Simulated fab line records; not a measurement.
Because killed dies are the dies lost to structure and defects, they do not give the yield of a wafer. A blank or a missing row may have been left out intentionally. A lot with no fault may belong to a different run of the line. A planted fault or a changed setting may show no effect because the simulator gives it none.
fab line records	flow gf180mcu	part 2 of 2: steps 28 to 40 of 40
record lots=5	wafers=15	last_day=33
route steps=602 shown POLY_GATE@175 HV_LDD@176
lots with no fault: from the same line, run without faults
start_h: hours from the record's opening day to when the first of the lot's shown wafers began	wait_h: hours from the lot's prior step to this one	" repeats the value in the row above	L1.1+2: several wafers, shown together as one row	- value missing, or start not given	* or withheld: withheld	< > ~ a bound
route shown NAME@n: names a module that has steps shown in the file, with the first one's number in the route	usual: average and standard deviation across the fault-free wafers	same: alike in all rows	chamber/n: place in a boat	sites: per-site readings	_std_site: the standard deviation of these	_edge_site: inner sites' mean taken away from outer sites' mean	radius_mm: for every site, how far away it sits from the centre of the wafer	mask NAME#n: copy n	behind: the tool/chamber that last shaped the wafer	hold: what put the lot on hold/how long, in hours/how the hold closed	device: which transistor (n, p or np) failed to switch	end of line: tests of these same wafers at the route's end	where a step has no rows: the recipe by itself	killed: at the first sort, the dies lost to defects and structure; wafer yield is something else	map: a wafer's dies, x killed, . not, _ none there
set.NAME: the setting that was run; set.NAME@STEP: the one run at that earlier step	model.NAME: the simulator's own value behind a step, which no gauge read
lots at some steps of the route; a table a step, a row a wafer
services: the hour from which a tool's chamber was out of use, counted from the record's first day as start_h (under 0 if before that day), plus the number of hours and why
## steps
# step GF_HV_LDD_COAT_26
# recipe resist=NOVOLAK	spin_rpm=3000	resist_thk_nm=1000
# usual exhaust_pa=45.1/0.84
lot.wafer	tool	chamber	start_h	wait_h	exhaust_pa
L075.4	litho_track-01	0	251.67	0.1	45.4
L075.5	"	0	"	"	44.9
L075.6	"	0	"	"	44.5
L076.1	litho_track-01	0	261.54	0.1	45.4
L076.3	"	0	"	"	44.4
L076.5	"	0	"	"	44.7
L079.1	litho_track-04	0	283.34	0.1	46.0
L079.2	"	0	"	"	47.1
L079.4	"	0	"	"	45.8
L082.2	litho_track-02	0	303.16	0.1	46.2
L082.4	"	0	"	"	45.0
L082.6	"	0	"	"	44.5
L091.2	litho_track-04	0	376.36	0.1	45.1
L091.5	"	0	"	"	46.1
L091.6	"	0	"	"	44.8
# step GF_HV_LDD_SOFTBAKE_27
# recipe temp_c=90	time_s=60	resist=NOVOLAK
# usual exhaust_pa=45.0/0.87
lot.wafer	tool	chamber	start_h	wait_h	exhaust_pa
L075.4	litho_track-01	0	251.82	0.1	45.2
L075.5	"	0	"	"	45.6
L075.6	"	0	"	"	45.5
L076.1	litho_track-01	0	261.69	0.1	46.5
L076.3	"	0	"	"	45.0
L076.5	"	0	"	"	45.3
L079.1	litho_track-04	0	283.49	0.1	44.7
L079.2	"	0	"	"	44.5
L079.4	"	0	"	"	45.4
L082.2	litho_track-02	0	303.31	0.1	45.4
L082.4	"	0	"	"	44.7
L082.6	"	0	"	"	45.2
L091.2	litho_track-04	0	376.51	0.1	43.2
L091.5	"	0	"	"	43.9
L091.6	"	0	"	"	44.4
# step GF_HV_LDD_EXPOSE_28
# recipe mask_id=Nplus_HV_AREA	target_cd_nm=400	na=0.6	source_shape=conventional	sigma_outer=0.6	dose_mj=140
lot.wafer	tool	chamber	start_h	wait_h	mask
L075.4+5+6	iline_stepper-02	0	-	-	Nplus_HV_AREA#0
L076.1+3+5	iline_stepper-01	0	-	-	Nplus_HV_AREA#0
L079.1+2+4	iline_stepper-01	0	-	-	Nplus_HV_AREA#0
L082.2+4+6	iline_stepper-02	0	-	-	Nplus_HV_AREA#0
L091.2+5+6	iline_stepper-01	0	-	-	Nplus_HV_AREA#0
# step GF_HV_LDD_PEB_29
# recipe temp_c=withheld	time_s=*	resist=NOVOLAK
# usual exhaust_pa=45.1/0.86
lot.wafer	tool	chamber	start_h	wait_h	exhaust_pa
L075.4	litho_track-04	0	-	-	46.6
L075.5	"	0	"	"	45.5
L075.6	"	0	"	"	45.8
L076.1	litho_track-02	0	-	-	45.7
L076.3	"	0	"	"	44.8
L076.5	"	0	"	"	45.9
L079.1	litho_track-01	0	-	-	45.5
L079.2	"	0	"	"	44.9
L079.4	"	0	"	"	46.3
L082.2	litho_track-02	0	-	-	44.4
L082.4	"	0	"	"	45.8
L082.6	"	0	"	"	45.7
L091.2	litho_track-04	0	-	-	44.5
L091.5	"	0	"	"	44.5
L091.6	"	0	"	"	44.5
# step GF_HV_LDD_DEVELOP_30
# recipe develop_time_s=60	dev_temp_c=23
# usual exhaust_pa=45.2/0.96
lot.wafer	tool	chamber	start_h	wait_h	exhaust_pa
L075.4	litho_track-04	0	261.26	0.1	46.0
L075.5	"	0	"	"	45.9
L075.6	"	0	"	"	46.9
L076.1	litho_track-02	0	271.24	0.1	44.4
L076.3	"	0	"	"	43.9
L076.5	"	0	"	"	45.0
L079.1	litho_track-01	0	293.14	0.1	45.5
L079.2	"	0	"	"	43.4
L079.4	"	0	"	"	44.0
L082.2	litho_track-02	0	313.56	0.1	44.6
L082.4	"	0	"	"	44.3
L082.6	"	0	"	"	43.7
L091.2	litho_track-04	0	387.41	0.1	46.2
L091.5	"	0	"	"	45.7
L091.6	"	0	"	"	45.6
# step GF_HV_LDD_CD_MEAS_31
# recipe target_cd_nm=400
# usual cd_nm=399.4/1.9
lot.wafer	tool	chamber	start_h	wait_h	cd_nm
L075.4	cd_sem-01	-	261.40	0.1	397.0
L075.5	"	-	"	"	398.7
L075.6	"	-	"	"	395.2
L076.1	cd_sem-02	-	271.39	0.1	399.0
L076.3	"	-	"	"	398.6
L076.5	"	-	"	"	399.0
L079.1	cd_sem-01	-	293.29	0.1	396.4
L079.2	"	-	"	"	396.1
L079.4	"	-	"	"	395.1
L082.2	cd_sem-02	-	313.71	0.1	399.6
L082.4	"	-	"	"	399.6
L082.6	"	-	"	"	400.5
L091.2	cd_sem-01	-	387.55	0.1	400.1
L091.5	"	-	"	"	399.4
L091.6	"	-	"	"	400.0
# step GF_HV_LDD_OVL_MEAS_32
# usual HV_LDD_02_OVL=0.0/1.4
lot.wafer	tool	chamber	start_h	wait_h	HV_LDD_02_OVL[nm]
L075.4	overlay-01	-	261.47	0.1	-2.8
L075.5	"	-	"	"	-1.5
L075.6	"	-	"	"	-1.8
L076.1	overlay-01	-	271.51	0.1	0.2
L076.3	"	-	"	"	-0.6
L076.5	"	-	"	"	-0.7
L079.1	overlay-02	-	293.41	0.1	0.9
L079.2	"	-	"	"	3.0
L079.4	"	-	"	"	1.7
L082.2	overlay-02	-	313.81	0.1	-3.9
L082.4	"	-	"	"	-1.8
L082.6	"	-	"	"	-0.6
L091.2	overlay-02	-	387.66	0.1	1.0
L091.5	"	-	"	"	0.8
L091.6	"	-	"	"	1.0
# step GF_HV_LDD_IMPLANT_33
# recipe species=P	energy_kev=60	dose_cm2=7.5e+12	tilt_deg=30	rotation_deg=0
lot.wafer	tool	chamber	start_h	wait_h
L075.4+5+6	implanter-02	0	261.57	0.1
L076.1+3+5	implanter-04	0	271.54	0.0
L079.1+2+4	implanter-04	0	293.45	0.0
L082.2+4+6	implanter-02	0	313.87	0.0
L091.2+5+6	implanter-04	0	387.71	0.0
# step GF_HV_LDD_IMPLANT_34
# recipe species=P	energy_kev=60	dose_cm2=7.5e+12	tilt_deg=30	rotation_deg=90
lot.wafer	tool	chamber	start_h	wait_h
L075.4+5+6	implanter-02	0	261.72	0.1
L076.1+3+5	implanter-04	0	271.69	0.1
L079.1+2+4	implanter-04	0	293.60	0.1
L082.2+4+6	implanter-02	0	314.02	0.1
L091.2+5+6	implanter-04	0	387.86	0.1
# step GF_HV_LDD_IMPLANT_35
# recipe species=P	energy_kev=60	dose_cm2=7.5e+12	tilt_deg=30	rotation_deg=180
lot.wafer	tool	chamber	start_h	wait_h
L075.4+5+6	implanter-02	0	261.87	0.1
L076.1+3+5	implanter-04	0	271.84	0.1
L079.1+2+4	implanter-04	0	293.75	0.1
L082.2+4+6	implanter-02	0	314.17	0.1
L091.2+5+6	implanter-04	0	388.01	0.1
# step GF_HV_LDD_IMPLANT_36
# recipe species=P	energy_kev=60	dose_cm2=7.5e+12	tilt_deg=30	rotation_deg=270
lot.wafer	tool	chamber	start_h	wait_h
L075.4+5+6	implanter-02	0	262.02	0.1
L076.1+3+5	implanter-04	0	271.99	0.1
L079.1+2+4	implanter-04	0	293.90	0.1
L082.2+4+6	implanter-02	0	314.32	0.1
L091.2+5+6	implanter-04	0	388.16	0.1
# step GF_HV_LDD_STRIP_37
# recipe chemistry=O2/N2	power_w=1400	pressure_mtorr=1500	platen_temp_c=250	o2_flow_sccm=3000	n2_flow_sccm=300	overash_fraction=0.5
# usual drypump_motor_current_A=5.8/0.45	heater_power_w=319/12	oes_product_au=0.716/0.0048	strip_time_to_endpoint_s=12.65/0.033
# same overash_fraction=0.5
lot.wafer	tool	chamber	start_h	wait_h	drypump_motor_current_A	heater_power_w	oes_product_au	rf_hours_counter_h	strip_time_to_endpoint_s
L075.4	plasma_asher-03	0	262.12	0.1	5.5	337	0.716	-	12.67
L075.5	"	0	"	"	5.5	330	0.724	-	12.69
L075.6	"	1	"	"	5.0	307	0.712	-	12.67
L076.1	plasma_asher-04	0	272.14	0.1	5.8	334	0.714	63	12.66
L076.3	"	1	"	"	5.9	322	0.711	-	12.66
L076.5	"	0	"	"	5.8	342	0.715	-	12.67
L079.1	plasma_asher-04	1	294.05	0.1	5.9	331	0.713	65	12.64
L079.2	"	0	"	"	5.8	337	0.712	65	12.66
L079.4	"	0	"	"	5.8	332	0.713	-	12.64
L082.2	plasma_asher-02	0	314.44	0.1	5.7	307	0.708	53	12.65
L082.4	"	1	"	"	6.5	315	0.715	-	12.66
L082.6	"	0	"	"	5.8	307	0.717	-	12.67
L091.2	plasma_asher-04	0	388.29	0.1	5.8	343	0.710	72	12.61
L091.5	"	0	"	"	5.8	333	0.723	-	12.62
L091.6	"	1	"	"	5.9	326	0.714	-	12.64
# step GF_HV_LDD_TW_MEAS_38
# usual HV_LDD_3_TW=1429/7.2
lot.wafer	tool	chamber	start_h	wait_h	HV_LDD_3_TW
L075.4	film_metro-04	-	262.22	0.1	1437
L075.5	"	-	"	"	1439
L075.6	"	-	"	"	1439
L076.1	film_metro-03	-	272.24	0.1	1417
L076.3	"	-	"	"	1423
L076.5	"	-	"	"	1418
L079.1	film_metro-03	-	294.15	0.1	1434
L079.2	"	-	"	"	1435
L079.4	"	-	"	"	1424
L082.2	film_metro-03	-	314.55	0.1	1429
L082.4	"	-	"	"	1426
L082.6	"	-	"	"	1429
L091.2	film_metro-03	-	388.40	0.1	1418
L091.5	"	-	"	"	1417
L091.6	"	-	"	"	1422
## services
tool	chamber	start_h	hours	kind
iline_stepper-01	-	212.23	4.4	pm
iline_stepper-01	-	225.32	1.7	pm
plasma_asher-03	-	238.98	4.9	repair
implanter-04	-	247.54	5.3	pm
implanter-02	-	270.82	16.8	repair
plasma_asher-03	-	271.79	0.5	repair
iline_stepper-01	0	272.19	-	calibration
litho_track-01	-	281.90	-	consumable_replace:filter
implanter-02	-	290.25	4.1	repair
implanter-02	-	294.93	7.6	repair
implanter-04	-	296.76	19.1	pm
iline_stepper-01	-	298.03	7.5	repair
plasma_asher-04	-	314.75	27.0	pm
implanter-04	-	326.38	4.4	repair
implanter-02	-	337.00	2.7	pm
plasma_asher-03	-	363.07	14.6	pm
implanter-03	-	363.59	1.6	repair
implanter-03	-	376.63	4.1	pm
implanter-03	-	382.96	1.6	repair
